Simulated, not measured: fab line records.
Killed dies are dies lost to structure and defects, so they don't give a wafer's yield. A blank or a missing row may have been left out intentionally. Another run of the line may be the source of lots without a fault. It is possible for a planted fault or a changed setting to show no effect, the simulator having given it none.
The tool behind it: which one? / flow sky130 / Sampling: 12 lots, 36 wafers, 3 of 708 route steps

== WHAT THE GAUGES SHOWED, per wafer ==
SKY_POLY_GATE_CD_MEAS_13: the cd target is 150 nm. Usual: cd nm at 149.9 nm, with a standard deviation of 1.5.
lot=L200; measured=day 16 09:08; on=cd sem-01; cd nm (nm)=150.4 151.6 152.2; flag=
lot=L201; measured=day 17 04:44; on=cd sem-02; cd nm (nm)=148.4 148.9 148.2; flag=
lot=L203; measured=day 18 03:07; on=cd sem-02; cd nm (nm)=151.2 151.2 150.6; flag=
lot=L205; measured=day 18 23:40; on=cd sem-01; cd nm (nm)=149.2 148.1 147.5; flag=
lot=L212; measured=day 21 19:58; on=cd sem-02; cd nm (nm)=150.4 150.6 151.3; flag=
lot=L213; measured=day 22 04:47; on=cd sem-02; cd nm (nm)=148.7 149.1 149.1; flag=
lot=L214; measured=day 22 05:30; on=cd sem-01; cd nm (nm)=151.6 151.6 151.2; flag=
lot=L215; measured=day 22 16:35; on=cd sem-01; cd nm (nm)=149.6 148.9 149.7; flag=
lot=L216; measured=day 22 19:59; on=cd sem-01; cd nm (nm)=150.8 151.5 150.2; flag=
lot=L217; measured=day 22 23:54; on=cd sem-01; cd nm (nm)=152.1 152.2 151.4; flag=
lot=L218; measured=day 23 14:56; on=cd sem-01; cd nm (nm)=150.4 150.8 151.1; flag=
lot=L222; measured=day 24 20:29; on=cd sem-01; cd nm (nm)=148.4 149.5 149.1; flag=

== WHAT TOOL EACH LOT RAN ON (gives the tool, then ch and the chambers of the sampled wafers, and finally the start) ==
lot=L200; SKY_FIELD_ISO_WET_ETCH_30=wet bench-03 ch 3, day 2 13:19; SKY_RES_PROTECT_STRIP_07=plasma asher-02 ch 0,1, day 15 03:03
lot=L201; SKY_FIELD_ISO_WET_ETCH_30=wet bench-03 ch 1, day 2 21:35; SKY_RES_PROTECT_STRIP_07=plasma asher-01 ch 0,1, day 15 21:57
lot=L203; SKY_FIELD_ISO_WET_ETCH_30=wet bench-03 ch 2, day 3 07:11; SKY_RES_PROTECT_STRIP_07=plasma asher-04 ch 0,1, day 16 18:06
lot=L205; SKY_FIELD_ISO_WET_ETCH_30=wet bench-02 ch 0, day 3 18:50; SKY_RES_PROTECT_STRIP_07=plasma asher-01 ch 0,1, day 17 14:48
lot=L212; SKY_FIELD_ISO_WET_ETCH_30=wet bench-02 ch 0, day 5 05:02; SKY_RES_PROTECT_STRIP_07=plasma asher-01 ch 0,1, day 20 10:29
lot=L213; SKY_FIELD_ISO_WET_ETCH_30=wet bench-02 ch 1, day 5 15:49; SKY_RES_PROTECT_STRIP_07=plasma asher-04 ch 0,1, day 20 20:29
lot=L214; SKY_FIELD_ISO_WET_ETCH_30=wet bench-02 ch 2, day 5 17:23; SKY_RES_PROTECT_STRIP_07=plasma asher-01 ch 0,1, day 20 20:39
lot=L215; SKY_FIELD_ISO_WET_ETCH_30=wet bench-01 ch 0, day 5 23:19; SKY_RES_PROTECT_STRIP_07=plasma asher-02 ch 0,1, day 21 07:44
lot=L216; SKY_FIELD_ISO_WET_ETCH_30=wet bench-01 ch 2, day 6 04:16; SKY_RES_PROTECT_STRIP_07=plasma asher-04 ch 0,1, day 21 12:04
lot=L217; SKY_FIELD_ISO_WET_ETCH_30=wet bench-01 ch 2, day 6 06:38; SKY_RES_PROTECT_STRIP_07=plasma asher-01 ch 0,1, day 21 12:44
lot=L218; SKY_FIELD_ISO_WET_ETCH_30=wet bench-01 ch 1, day 6 15:33; SKY_RES_PROTECT_STRIP_07=plasma asher-02 ch 0,1, day 22 06:41
lot=L222; SKY_FIELD_ISO_WET_ETCH_30=wet bench-03 ch 1, day 7 11:30; SKY_RES_PROTECT_STRIP_07=plasma asher-01 ch 0,1, day 23 13:10
- SKY_FIELD_ISO_WET_ETCH_30: etches SiO2 in dHF, target depth 25 nm, time 50 s.
- SKY_RES_PROTECT_STRIP_07: strips in O2/N2.

== AS READ BY THE TOOLS THEMSELVES (means over the sampled wafers that have a number; for cases with no such wafer, the mark the record gives instead) ==
SKY_FIELD_ISO_WET_ETCH_30. Usual: run length s at 78 s, with a standard deviation of 3.
lot=L200; tool=wet bench-03; run length s (s)=77; flag=
lot=L201; tool=wet bench-03; run length s (s)=74; flag=
lot=L203; tool=wet bench-03; run length s (s)=76; flag=
lot=L205; tool=wet bench-02; run length s (s)=82; flag=
lot=L212; tool=wet bench-02; run length s (s)=51; flag=OFF
lot=L213; tool=wet bench-02; run length s (s)=50; flag=OFF
lot=L214; tool=wet bench-02; run length s (s)=49; flag=OFF
lot=L215; tool=wet bench-01; run length s (s)=76; flag=
lot=L216; tool=wet bench-01; run length s (s)=75; flag=
lot=L217; tool=wet bench-01; run length s (s)=77; flag=
lot=L218; tool=wet bench-01; run length s (s)=83; flag=
lot=L222; tool=wet bench-03; run length s (s)=74; flag=

SKY_RES_PROTECT_STRIP_07. Usual: drypump motor current A 5.9 A, standard deviation 0.5; o2 flow sccm 3002 sccm, standard deviation 8.9; oes product au 0.518 a.u., standard deviation 0.0046; strip time to endpoint s 23.30 s, standard deviation 0.043.
lot=L200; tool=plasma asher-02; drypump motor current A (A)=5.7; o2 flow sccm (sccm)=2999; oes product au (a.u.)=0.523; strip time to endpoint s (s)=23.30; flag=
lot=L201; tool=plasma asher-01; drypump motor current A (A)=6.1; o2 flow sccm (sccm)=2995; oes product au (a.u.)=0.522; strip time to endpoint s (s)=23.27; flag=
lot=L203; tool=plasma asher-04; drypump motor current A (A)=6.0; o2 flow sccm (sccm)=3008; oes product au (a.u.)=0.517; strip time to endpoint s (s)=23.24; flag=
lot=L205; tool=plasma asher-01; drypump motor current A (A)=6.2; o2 flow sccm (sccm)=2995; oes product au (a.u.)=0.521; strip time to endpoint s (s)=23.35; flag=
lot=L212; tool=plasma asher-01; drypump motor current A (A)=5.9; o2 flow sccm (sccm)=3003; oes product au (a.u.)=0.518; strip time to endpoint s (s)=23.33; flag=
lot=L213; tool=plasma asher-04; drypump motor current A (A)=5.6; o2 flow sccm (sccm)=3010; oes product au (a.u.)=0.516; strip time to endpoint s (s)=23.35; flag=
lot=L214; tool=plasma asher-01; drypump motor current A (A)=6.1; o2 flow sccm (sccm)=2998; oes product au (a.u.)=0.522; strip time to endpoint s (s)=23.32; flag=
lot=L215; tool=plasma asher-02; drypump motor current A (A)=6.2; o2 flow sccm (sccm)=3001; oes product au (a.u.)=0.515; strip time to endpoint s (s)=23.34; flag=
lot=L216; tool=plasma asher-04; drypump motor current A (A)=5.9; o2 flow sccm (sccm)=3004; oes product au (a.u.)=0.515; strip time to endpoint s (s)=23.29; flag=
lot=L217; tool=plasma asher-01; drypump motor current A (A)=6.2; o2 flow sccm (sccm)=2994; oes product au (a.u.)=0.518; strip time to endpoint s (s)=23.33; flag=
lot=L218; tool=plasma asher-02; drypump motor current A (A)=5.7; o2 flow sccm (sccm)=3007; oes product au (a.u.)=0.516; strip time to endpoint s (s)=23.28; flag=
lot=L222; tool=plasma asher-01; drypump motor current A (A)=5.9; o2 flow sccm (sccm)=2999; oes product au (a.u.)=0.517; strip time to endpoint s (s)=23.22; flag=

== THE ANSWER, worked out from the rows above alone ==
Rule: lot off if the mean of its wafers having a number is beyond 3 standard deviations from the usual mean. Also off: a lot with no number at a reading for which 4 or more lots have one. Where the step has rows for the other lots, those lots are counted as sound. The gauges are gone through in route order, then the tools' own readings, and for those a lot's mean is taken as printed above. At the first step where some lot is off, the reading lying furthest off is the one used; lots without a number count as furthest.
Off, at SKY_FIELD_ISO_WET_ETCH_30 on run length s: L212, L213, L214.
If a tool, at that step or one of the process steps before it, ran each lot that is off and ran no sound lot following the first of them, it fits. One candidate fits, namely wet bench-02 at SKY_FIELD_ISO_WET_ETCH_30. A fault onset in the window from L205 (day 3 18:50, its last sound lot) to L212 (day 5 05:02, its first lot off) fits.
On the lots that are off, the tool's own readings at SKY_FIELD_ISO_WET_ETCH_30 differ by more than 5 times the standard deviation of the sound lots' means, which bears it out; run length s reads 50 s there versus 77 s on the sound lots.

== WHAT THE SIMULATOR PUT IN ==
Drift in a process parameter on wet bench-02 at SKY_FIELD_ISO_WET_ETCH_30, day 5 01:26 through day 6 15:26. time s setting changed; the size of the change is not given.
Struck lots among those shown: L212, L213, L214. This agrees with what the rule above found.
